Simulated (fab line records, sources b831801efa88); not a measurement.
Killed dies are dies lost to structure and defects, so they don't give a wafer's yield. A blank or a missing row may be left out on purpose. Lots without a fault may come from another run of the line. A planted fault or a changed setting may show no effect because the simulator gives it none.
fab line records | flow sky130
record lots=5 wafers=14 last_day=50
route steps=708 shown METAL4@633 VIA4@639 PAD_OPEN@708
lots that met no fault: from a run of the same line without faults
start_h: hours from the record's first day to the start of the lot's first wafer shown | wait_h: hours since the lot's step before | " the same as in the row above | L1.1+2: a row that stands for several wafers | - no value, or no start given | * or withheld: withheld | < > ~ a bound
route shown NAME@n: a module of which the file shows steps, and the number in the route of the first | usual: mean/standard deviation of fault-free wafers | same: alike in all rows | chamber/n: place in a boat | sites: the reading at each site | _std_site: their standard deviation | _edge_site: outer sites' mean less inner sites' | radius_mm: how far each site lies from the wafer's centre | mask NAME#n: copy n | behind: the tool/chamber that last shaped the wafer | hold: why the lot was held/for how many hours/how that ended | device: the transistor (n, p or np) that didn't switch | end of line: the same wafers' tests at the end of the route | a step without rows: its recipe alone | killed: dies lost to structure and defects at the first sort, not the wafer's yield | map: a wafer's dies, x killed, . not, _ none there
set.NAME: the setting as run; set.NAME@STEP: as run at that earlier step | model.NAME: the simulator's own value behind a step, which no gauge read
lots at some steps of the route; a table a step, a row a wafer
services: from which hour (start_h, from the record's first day; less than 0 if before it) a tool's chamber was out of use, for how many hours, and why
## steps
# step SKY_METAL4_ETCH_17
# recipe target=SiO2 stop_on=TiN chemistry=C4F8/O2/Ar source_w=1500 bias_w=1200 pressure_mtorr=40 c4f8_flow_sccm=withheld O2_flow_sccm=6 Ar_flow_sccm=300 time_s=3.9 target_depth_a=150
# usual bias_w=1200/3.9 oes_product_au=0.756/0.0093
# columns lot.wafer tool chamber start_h wait_h bias_w oes_product_au rf_hours_counter_h
L763.1 rie_diel-04 1 988.80 0.1 1196 0.755 7
L763.2 " 2 " " 1200 0.746 10
L763.3 " 0 " " 1204 0.762 18
L767.1 rie_diel-01 2 1020.75 0.1 1202 0.750 1
L767.4 " 3 " " 1195 0.762 19
L767.5 " 1 " " 1200 0.762 -
L776.5 rie_diel-02 3 1077.06 0.0 1197 0.762 -
L776.6 " 0 " " 1198 0.757 -
L782.4 rie_diel-02 3 1109.66 0.0 1201 0.761 14
L782.5 " 1 " " 1193 0.755 -
L782.6 " 2 " " 1201 0.770 -
L783.1 rie_diel-01 0 1115.26 0.1 1201 0.763 18
L783.2 " 3 " " 1208 0.752 22
L783.6 " 1 " " 1199 0.772 -
# step SKY_METAL4_METAL_ETCH_18
# recipe target_depth_a=8450 stop_on=SiO2 over_etch_frac=0.3 time_s=183.1 chemistry=Cl2/BCl3 resist_sidewall_deg=88 pressure_mtorr=10 icp_w=900 bias_w=48.5 Cl2_flow_sccm=60 bcl3_flow_sccm=30
# usual bcl3_flow_sccm=30.00/0.09 bias_w=48.47/0.15 drypump_motor_current_A=5.50/0.29 oes_product_au=0.865/0.0058 throttle_valve_pct=22.264/0.0096
# columns lot.wafer tool chamber start_h wait_h bcl3_flow_sccm bias_w drypump_motor_current_A oes_product_au rf_hours_counter_h throttle_valve_pct
L763.1 rie_metal-04 0 988.82 0.0 29.92 48.46 5.61 0.869 15 22.269
L763.2 " 1 " " 29.96 48.40 4.98 0.869 11 22.258
L763.3 " 0 " " 29.97 48.59 5.60 0.873 - 22.266
L767.1 rie_metal-03 0 1020.77 0.0 29.96 48.43 5.78 0.866 11 22.261
L767.4 " 0 " " 29.92 48.51 5.77 0.872 - 22.263
L767.5 " 0 " " 29.79 48.54 5.75 0.868 - 22.257
L776.5 rie_metal-04 0 1077.19 0.1 29.96 48.41 5.59 0.868 - 22.256
L776.6 " 1 " " 30.11 48.45 4.95 0.869 - 22.264
L782.4 rie_metal-01 0 1109.73 0.1 29.97 48.49 5.30 0.868 - 22.253
L782.5 " 0 " " 29.91 48.38 5.28 0.862 - 22.281
L782.6 " 1 " " 29.86 48.61 5.71 0.859 - 22.249
L783.1 rie_metal-04 1 1115.27 0.0 30.16 48.30 4.97 0.873 19 22.272
L783.2 " 0 " " 29.99 48.37 5.61 0.858 23 22.263
L783.6 " 0 " " 30.00 48.51 5.59 0.869 - 22.252
# step SKY_METAL4_STRIP_19
# recipe chemistry=O2/N2 power_w=1400 pressure_mtorr=1500 platen_temp_c=withheld o2_flow_sccm=3000 n2_flow_sccm=300 overash_fraction=0.5
# usual drypump_motor_current_A=5.7/0.5 o2_flow_sccm=2999/9.2 oes_product_au=0.503/0.0061 strip_time_to_endpoint_s=6.55/0.084
# same overash_fraction=0.5
# columns lot.wafer tool chamber start_h wait_h drypump_motor_current_A o2_flow_sccm oes_product_au rf_hours_counter_h strip_time_to_endpoint_s
L763.1 plasma_asher-03 1 989.00 0.1 5.3 3004 0.501 115 6.50
L763.2 " 0 " " 6.4 3019 0.497 115 6.54
L763.3 " 0 " " 6.5 3000 0.499 - 6.48
L767.1 plasma_asher-03 0 1021.13 0.3 6.5 2993 0.509 119 6.63
L767.4 " 1 " " 5.4 2985 0.510 - 6.60
L767.5 " 1 " " 5.4 2975 0.503 - 6.66
L776.5 plasma_asher-01 0 1077.32 0.1 6.5 2996 0.502 - 6.50
L776.6 " 1 " " 5.4 2983 0.502 - 6.50
L782.4 plasma_asher-02 1 1109.89 0.1 5.4 2997 0.498 - 6.46
L782.5 " 1 " " 5.4 3020 0.499 - 6.44
L782.6 " 0 " " 5.5 2991 0.503 - 6.54
L783.1 plasma_asher-02 1 1115.45 0.1 5.5 2997 0.512 69 6.64
L783.2 " 0 " " 5.5 2989 0.504 69 6.56
L783.6 " 0 " " 5.5 2975 0.501 - 6.49
# step SKY_METAL4_STRIP_20
# recipe chemistry=post_etch_residue_remover time_s=1200 temp_c=72.5
# step SKY_METAL4_CLEAN_21
# recipe chemistry=IPA time_s=180 temp_c=25
# step SKY_METAL4_CLEAN_22
# recipe chemistry=O3/DIW dry=n2_spin
# step SKY_VIA4_HDPCVD_00
# recipe material=SiO2 target_thk_nm=1750 sigma_open_frac=0.3 time_s=291.7 temp_c=400 sih4_flow_sccm=60 pressure_mtorr=6
# step SKY_VIA4_THK_MEAS_01
# recipe reads=SiO2_of_VIA4_HDPCVD_00
# usual VIA4_HDPCVD_THK=1753/25
# columns lot.wafer tool chamber start_h wait_h VIA4_HDPCVD_THK[nm]
L763.1 film_metro-01 - 989.78 0.1 1747
L763.2 " - " " 1762
L763.3 " - " " 1775
L767.1 film_metro-01 - 1021.90 0.1 1728
L767.4 " - " " 1766
L767.5 " - " " 1783
L776.5 film_metro-04 - 1078.08 0.0 1751
L776.6 " - " " 1721
L782.4 film_metro-02 - 1110.65 0.0 1734
L782.5 " - " " 1739
L782.6 " - " " 1744
L783.1 film_metro-01 - 1116.23 0.1 1735
L783.2 " - " " 1758
L783.6 " - " " 1755
# step SKY_VIA4_CMP_02
# recipe material=SiO2 down_force_psi=4 platen_rpm=60 pad_velocity_m_s=0.94248
# usual motor_current_A=11.4/0.91 slurry_flow_ml_min=150.1/0.46
# columns lot.wafer tool chamber start_h wait_h motor_current_A slurry_flow_ml_min
L763.2 cmp-01 1 989.90 0.1 10.5 150.0
L763.3 " 2 " " 10.6 150.1
L763.1 " 3 " " 12.6 150.0
L767.4 cmp-02 2 1022.01 0.1 12.6 150.1
L767.1 " 3 " " 12.0 149.9
L767.5 " 1 " " 11.8 150.2
L776.5 cmp-01 1 1078.30 0.2 10.1 150.3
L776.6 " 2 " " 10.7 149.7
L782.4 cmp-01 3 1110.83 0.2 11.9 150.4
L782.5 " 0 " " 12.3 150.1
L782.6 " 1 " " 10.5 150.1
L783.1 cmp-01 0 1116.34 0.1 12.0 150.1
L783.2 " 2 " " 10.9 149.9
L783.6 " 3 " " 12.3 150.1
# step SKY_VIA4_BOW_MEAS_03
# recipe mode=bow
# usual VIA4_BOW=78/7
# columns lot.wafer tool chamber start_h wait_h VIA4_BOW[um]
L763.1 film_metro-04 - 990.20 0.1 75
L763.2 " - " " 74
L763.3 " - " " 70
L767.1 film_metro-04 - 1022.26 0.1 85
L767.4 " - " " 86
L767.5 " - " " 78
L776.5 film_metro-01 - 1078.48 0.1 79
L776.6 " - " " 70
L782.4 film_metro-02 - 1111.04 0.2 78
L782.5 " - " " 81
L782.6 " - " " 72
L783.1 film_metro-04 - 1116.59 0.2 73
L783.2 " - " " 87
L783.6 " - " " 77
# step SKY_VIA4_DEHYDRATE_04
# recipe temp_c=200 time_s=60
# step SKY_VIA4_HMDS_05
# recipe prime_time_s=60 prime_temp_c=120
# step SKY_VIA4_COAT_06
# recipe resist=NOVOLAK spin_rpm=3000 resist_thk_nm=1140
# columns lot.wafer tool chamber start_h wait_h model.NOVOLAK_of_VIA4_COAT_06.thk_nm
L763.1 litho_track-01 0 1001.66 0.1 1147
L763.2+3 " 0 " " 1145
L767.1+5 litho_track-02 0 1033.58 0.1 1148
L767.4 " 0 " " 1149
L776.5 litho_track-02 0 1088.58 0.1 1142
L776.6 " 0 " " 1092
L782.4 litho_track-01 0 1120.64 0.1 1141
L782.5 " 0 " " 1140
L782.6 " 0 " " 1138
L783.1 litho_track-01 0 1126.27 0.1 1141
L783.2+6 " 0 " " 1139
# step SKY_VIA4_SOFTBAKE_07
# recipe temp_c=90 time_s=60 resist=NOVOLAK
# step SKY_VIA4_EXPOSE_08
# recipe mask_id=VIM4 na=0.6 source_shape=conventional sigma_outer=0.6 polarization=unpolarized target_cd_nm=800 dose_mj=132
# step SKY_VIA4_PEB_09
# recipe temp_c=withheld time_s=* resist=NOVOLAK
# step SKY_VIA4_DEVELOP_10
# recipe resist=NOVOLAK developer=TMAH develop_time_s=60 dev_temp_c=23
# step SKY_VIA4_OVL_MEAS_11
# usual VIA4_OVL=-0.6/1.6
# columns lot.wafer tool chamber start_h wait_h VIA4_OVL[nm]
L763.1 overlay-02 - 1013.28 0.1 -1.9
L763.2 " - " " 1.0
L763.3 " - " " 0.2
L767.1 overlay-01 - 1044.87 0.1 -3.3
L767.4 " - " " -2.2
L767.5 " - " " -3.4
L776.5 overlay-01 - 1099.09 0.0 -0.3
L776.6 " - " " 0.2
L782.4 overlay-01 - 1130.58 0.1 -2.4
L782.5 " - " " -2.0
L782.6 " - " " 0.4
L783.1 overlay-02 - 1136.17 0.1 2.4
L783.2 " - " " 0.3
L783.6 " - " " 1.8
# step SKY_VIA4_ETCH_12
# recipe target=SiO2 chemistry=C4F8/O2/Ar stop_on=TiN mask_material=NOVOLAK source_w=1500 bias_w=1200 pressure_mtorr=40 c4f8_flow_sccm=withheld O2_flow_sccm=6 Ar_flow_sccm=300 time_s=withheld target_depth_a=5800
# usual bias_w=1200/3.4 oes_product_au=0.926/0.0045
# columns lot.wafer tool chamber start_h wait_h bias_w oes_product_au model.NOVOLAK_of_VIA4_COAT_06.thk_nm model.VIA4.cd_nm
L763.1 rie_diel-01 3 1013.32 0.0 1199 0.918 1019 800.6
L763.2 " 1 " " 1202 0.928 1012 801.6
L763.3 " 0 " " 1197 0.935 1010 799.5
L767.1 rie_diel-04 1 1044.91 0.0 1204 0.927 1021 802.7
L767.4 " 2 " " 1197 0.929 1021 800.3
L767.5 " 1 " " 1201 0.925 1021 799
L776.5 rie_diel-04 0 1099.14 0.0 1202 0.925 1008 800.6
L776.6 " 1 " " 1195 0.937 964.5 804.3
L782.4 rie_diel-01 0 1130.60 0.0 1205 0.929 1005 798.3
L782.5 " 1 " " 1204 0.930 1010 799.3
L782.6 " 2 " " 1203 0.925 1007 799.9
L783.1 rie_diel-04 1 1136.20 0.0 1198 0.918 1013 800.4
L783.2 " 2 " " 1197 0.927 1010 801
L783.6 " 3 " " 1199 0.925 1006 802.5
# step SKY_VIA4_STRIP_13
# recipe chemistry=O2/N2 power_w=1400 pressure_mtorr=1500 platen_temp_c=withheld o2_flow_sccm=3000 n2_flow_sccm=300 overash_fraction=0.5
# usual drypump_motor_current_A=5.5/0.4 o2_flow_sccm=2999/7.7 oes_product_au=0.709/0.0049 strip_time_to_endpoint_s=12.84/0.045
# same overash_fraction=0.5
# columns lot.wafer tool chamber start_h wait_h drypump_motor_current_A o2_flow_sccm oes_product_au rf_hours_counter_h strip_time_to_endpoint_s
L763.1 plasma_asher-02 1 1013.39 - 5.4 2989 0.710 58 12.88
L763.2 " 0 " " 5.5 3003 0.703 58 12.80
L763.3 " 0 " " 5.5 2985 0.709 - 12.78
L767.1 plasma_asher-02 0 1044.98 - 5.5 3004 0.711 62 12.93
L767.4 " 0 " " 5.5 3014 0.701 - 12.94
L767.5 " 0 " " 5.5 3003 0.712 - 12.92
L776.5 plasma_asher-02 1 1099.24 - 5.4 2994 0.710 - 12.76
L776.6 " 0 " " 5.5 3006 0.710 - 12.34
L782.4 plasma_asher-04 0 1130.71 - 5.3 2996 0.709 - 12.80
L782.5 " 0 " " 5.3 2996 0.717 - 12.78
L782.6 " 1 " " 5.3 2997 0.706 - 12.84
L783.1 plasma_asher-02 1 1136.27 - 5.5 3006 0.709 71 12.83
L783.2 " 0 " " 5.5 2994 0.706 71 12.79
L783.6 " 0 " " 5.5 2998 0.706 - 12.80
# step SKY_VIA4_STRIP_14
# recipe chemistry=post_etch_residue_remover time_s=1200 temp_c=72.5
# step SKY_PAD_OPEN_PROBE_99
# usual defect_limited_yield=82.9/1.7 killed_at_M0_to_M3=42/6.1 killed_at_M4_up=3.4/2 killed_at_contacts=23/4.8 killed_at_front_end=15/3.8 killed_at_other=0.3/0.48 killed_dies=84/8.5 killed_open=46/6.8 killed_short=38/6.2 sort_bin_3_pad_short=0.8/0.42 sort_bin_5_function=10.1/1.4 sort_bin_6_memory=6.2/0.99 sort_n_pass=408/8.5 sort_yield_pct=82.9/1.7
# same gross_dies=492 killed_at_back_side=0 sort_bin_4_leakage[%]=0 sort_bin_8_speed[%]=0
# columns lot.wafer tool chamber start_h wait_h hold defect_limited_yield[%] killed_at_M0_to_M3 killed_at_M4_up killed_at_contacts killed_at_front_end killed_at_other killed_dies killed_open killed_short sort_bin_3_pad_short[%] sort_bin_5_function[%] sort_bin_6_memory[%] sort_n_pass sort_yield_pct[%]
L763.1 prober-02 - 1083.64 0.1 - 81.1 52 5 17 19 0 93 50 42 0.4 10.4 8.1 399 81.1
L763.2 prober-02 - 1083.69 0.1 - 82.5 53 3 15 15 0 86 42 44 0.6 10.0 6.9 406 82.5
L763.3 prober-02 - 1083.74 0.2 - 80.7 46 2 31 16 0 95 55 39 1.2 10.2 7.9 397 80.7
L767.1 prober-02 - 1112.04 0.1 - 81.1 40 6 26 21 0 93 50 42 2.0 10.8 6.1 399 81.1
L767.4 prober-02 - 1112.19 0.2 - 83.9 37 1 23 18 0 79 45 33 1.2 9.6 5.3 413 83.9
L767.5 prober-02 - 1112.24 0.2 - 84.3 31 3 24 18 1 77 38 39 0.8 8.9 5.9 415 84.3
L776.5 prober-01 - 1161.27 0.2 await_dispo/2.5h/release 80.9 56 5 22 11 0 94 45 49 1.4 10.4 7.3 398 80.9
L776.6 prober-01 - 1161.32 0.2 await_dispo/2.5h/release 83.9 44 6 20 9 0 79 40 39 1.8 8.1 6.1 413 83.9
L782.4 prober-02 - 1188.64 0.2 - 83.1 48 3 18 14 0 83 40 43 1.0 10.0 5.9 409 83.1
L782.5 prober-02 - 1188.69 0.2 - 83.3 38 4 22 18 0 82 38 44 0.8 7.7 8.1 410 83.3
L782.6 prober-02 - 1188.74 0.2 - 80.9 53 1 22 16 2 94 51 43 1.8 10.8 6.5 398 80.9
L783.1 prober-01 - 1192.17 0.1 - 85.8 39 4 16 11 0 70 40 30 0.4 8.1 5.7 422 85.8
L783.2 prober-01 - 1192.22 0.1 - 83.1 41 1 25 16 0 83 35 48 0.8 9.8 6.3 409 83.1
L783.6 prober-01 - 1192.42 0.2 - 80.3 47 4 25 20 1 97 53 43 0 13.0 6.7 395 80.3
# killed by level:class
L763.1 VIA1:geometric_particle:short=11 VIA1:geometric_particle:open=8 VIA2:geometric_particle:open=8 FIELD_ISO:geometric_particle:open=7 CONTACT:geometric_particle:open=7 METAL2:geometric_particle:short=6 VIA3:geometric_particle:open=6 LI_CONTACT:geometric_particle:open=5
L763.2 VIA3:geometric_particle:open=9 VIA1:geometric_particle:open=9 VIA2:geometric_particle:open=7 CONTACT:geometric_particle:open=6 METAL2:geometric_particle:short=6 METAL1:geometric_particle:short=5 VIA3:geometric_particle:short=5 FIELD_ISO:geometric_particle:short=4
L763.3 CONTACT:geometric_particle:open=15 VIA1:geometric_particle:open=11 VIA3:geometric_particle:open=8 VIA2:geometric_particle:open=7 FIELD_ISO:geometric_particle:short=6 LI_CONTACT:geometric_particle:short=5 LI_CONTACT:geometric_particle:open=4 LOCAL_INTERCONNECT:geometric_particle:short=4
L767.1 VIA1:geometric_particle:open=10 CONTACT:geometric_particle:open=9 VIA1:geometric_particle:short=7 POLY_GATE:geometric_particle:short=7 LI_CONTACT:geometric_particle:open=7 POLY_GATE:geometric_particle:open=5 VIA2:geometric_particle:short=5 CONTACT:geometric_particle:short=4
L767.4 METAL1:geometric_particle:short=9 FIELD_ISO:geometric_particle:open=8 CONTACT:geometric_particle:open=8 VIA3:geometric_particle:open=6 LOCAL_INTERCONNECT:geometric_particle:short=5 VIA2:geometric_particle:open=5 VIA1:geometric_particle:open=5 LI_CONTACT:geometric_particle:open=4
L767.5 CONTACT:geometric_particle:short=9 CONTACT:geometric_particle:open=9 VIA3:geometric_particle:open=7 FIELD_ISO:geometric_particle:open=4 LI_CONTACT:geometric_particle:open=4 VIA3:geometric_particle:short=4 VIA1:geometric_particle:open=4 FIELD_ISO:geometric_particle:short=3
L776.5 VIA1:geometric_particle:open=13 VIA1:geometric_particle:short=9 CONTACT:geometric_particle:open=8 VIA3:geometric_particle:open=8 VIA2:geometric_particle:open=6 VIA3:geometric_particle:short=6 LI_CONTACT:geometric_particle:open=5 LOCAL_INTERCONNECT:geometric_particle:short=5
L776.6 VIA1:geometric_particle:open=10 VIA3:geometric_particle:open=7 LI_CONTACT:geometric_particle:open=6 CONTACT:geometric_particle:short=6 METAL1:geometric_particle:short=6 METAL4:geometric_particle:short=6 VIA1:geometric_particle:short=5 LI_CONTACT:geometric_particle:short=4
L782.4 METAL1:geometric_particle:short=10 CONTACT:geometric_particle:open=8 VIA2:geometric_particle:open=7 VIA3:geometric_particle:open=6 VIA1:geometric_particle:open=6 FIELD_ISO:geometric_particle:open=5 VIA1:geometric_particle:short=5 FIELD_ISO:geometric_particle:short=4
L782.5 VIA1:geometric_particle:open=10 FIELD_ISO:geometric_particle:short=7 VIA2:geometric_particle:open=7 LOCAL_INTERCONNECT:geometric_particle:short=7 CONTACT:geometric_particle:open=7 CONTACT:geometric_particle:short=5 POLY_GATE:geometric_particle:short=4 METAL2:geometric_particle:short=4
L782.6 METAL1:geometric_particle:short=11 CONTACT:geometric_particle:open=9 VIA2:geometric_particle:open=7 VIA1:geometric_particle:open=7 METAL2:geometric_particle:short=6 FIELD_ISO:geometric_particle:open=6 LI_CONTACT:geometric_particle:open=6 VIA3:geometric_particle:open=5
L783.1 VIA1:geometric_particle:open=12 CONTACT:geometric_particle:open=7 VIA2:geometric_particle:short=6 FIELD_ISO:geometric_particle:open=5 METAL2:geometric_particle:short=4 METAL1:geometric_particle:short=4 FIELD_ISO:geometric_particle:short=3 LI_CONTACT:geometric_particle:open=3
L783.2 VIA1:geometric_particle:short=8 LI_CONTACT:geometric_particle:open=7 CONTACT:geometric_particle:open=7 METAL2:geometric_particle:short=7 LOCAL_INTERCONNECT:geometric_particle:short=6 FIELD_ISO:geometric_particle:short=5 METAL1:geometric_particle:short=5 VIA2:geometric_particle:open=5
L783.6 VIA1:geometric_particle:open=15 VIA2:geometric_particle:open=10 CONTACT:geometric_particle:open=7 FIELD_ISO:geometric_particle:open=6 CONTACT:geometric_particle:short=6 LOCAL_INTERCONNECT:geometric_particle:short=6 POLY_GATE:geometric_particle:short=5 LI_CONTACT:geometric_particle:short=4
# map L776.5 (x killed, . not)
__________....x....._________
________x.....x......._______
______..x....x..x..xx..._____
_____........x...x...x..x____
____......x......x....x...___
___...xx........x.x...x..xx__
__..................xx......_
_.xx.x.x.....x....x.....x..x.
_.x..........x..x..x....x....
_x.........x...x.............
_x.x..x.......x.......x..x.x.
_.............xxxxx....x.....
_.x.x........xx..x.x.......x.
_.....x................x...x.
_.....x..x..x.............x.x
__.x..x........x.......x..x._
___......x.........x..x...x__
____x.x.....x.............___
_____...x.x.....x...x..x.____
______x.x...x........x.._____
________...x.x..x....._______
__________.xx......._________
# map L767.1 (x killed, . not)
__________x.x...x..._________
________.............x_______
______xxx.x..xx..xx....._____
_____..............xxxx..____
____...x..x.......xx......___
___..x.x.....x.......xxx...__
__......x.......x...x..x...._
_....xxx....xx.............x.
_.x....x.x.x...x..x........xx
_......xx.....x.x...........x
_........x..........x........
_....x......x......x..x..x...
_...xx.x..........x..x...x...
_.x......x..x........xx.....x
_..x.............x....x......
__x.........x..xx..........._
___xx..........xx......x..x__
____.............x.x......___
_____...........x.x.....x____
______...........x...x.._____
________.x...x.x...x.._______
__________...x......_________
## services
# columns tool chamber start_h hours kind
cmp-02 - 970.12 1.0 repair
rie_diel-02 0 974.20 7.0 repair
rie_diel-02 1 975.35 4.3 repair
cmp-02 - 986.37 7.9 pm
plasma_asher-02 - 990.95 1.4 repair
rie_metal-03 - 992.67 2.0 repair
rie_diel-01 - 1005.27 0.8 repair
plasma_asher-02 - 1009.26 1.1 repair
plasma_asher-01 - 1023.84 16.7 repair
cmp-02 - 1030.35 15.0 pm
rie_diel-01 3 1040.79 7.2 repair
cmp-02 - 1051.01 0.7 repair
plasma_asher-03 - 1055.25 9.0 pm
cmp-02 - 1057.14 1.4 repair
cmp-01 - 1059.04 3.9 pm
rie_diel-01 - 1065.98 0.5 repair
cmp-02 - 1069.56 0.3 repair
rie_diel-04 0 1075.39 5.1 repair
cmp-02 - 1084.11 4.0 pm
rie_diel-02 0 1106.02 1.5 repair
rie_diel-02 0 1124.18 2.1 repair
rie_metal-04 - 1126.43 0.4 repair
cmp-01 - 1135.02 1.6 repair
rie_diel-02 0 1135.53 3.4 repair
## key
first_sign step=SKY_VIA4_STRIP_13 reading=strip_time_to_endpoint_s direction=down sigmas=11 usual=* struck=*
effect none on later readings
model_effect step=SKY_VIA4_COAT_06 value=NOVOLAK_of_VIA4_COAT_06.thk_nm without=1139 struck=1092
model_effect step=SKY_VIA4_ETCH_12 value=NOVOLAK_of_VIA4_COAT_06.thk_nm without=1011 struck=964.5
met_at SKY_VIA4_COAT_06
struck_wafers L776.6
onset_between 1033.58 1088.58
fault kind=process_parameter_drift tool=litho_track-02 chamber=- onset_h=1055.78 steps=SKY_VIA4_COAT_06 channel=resist_thk_nm offset=-46.513 shape=step end_h=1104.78 scope=struck_wafers_only acts_in=these_recipes_only stated=1140
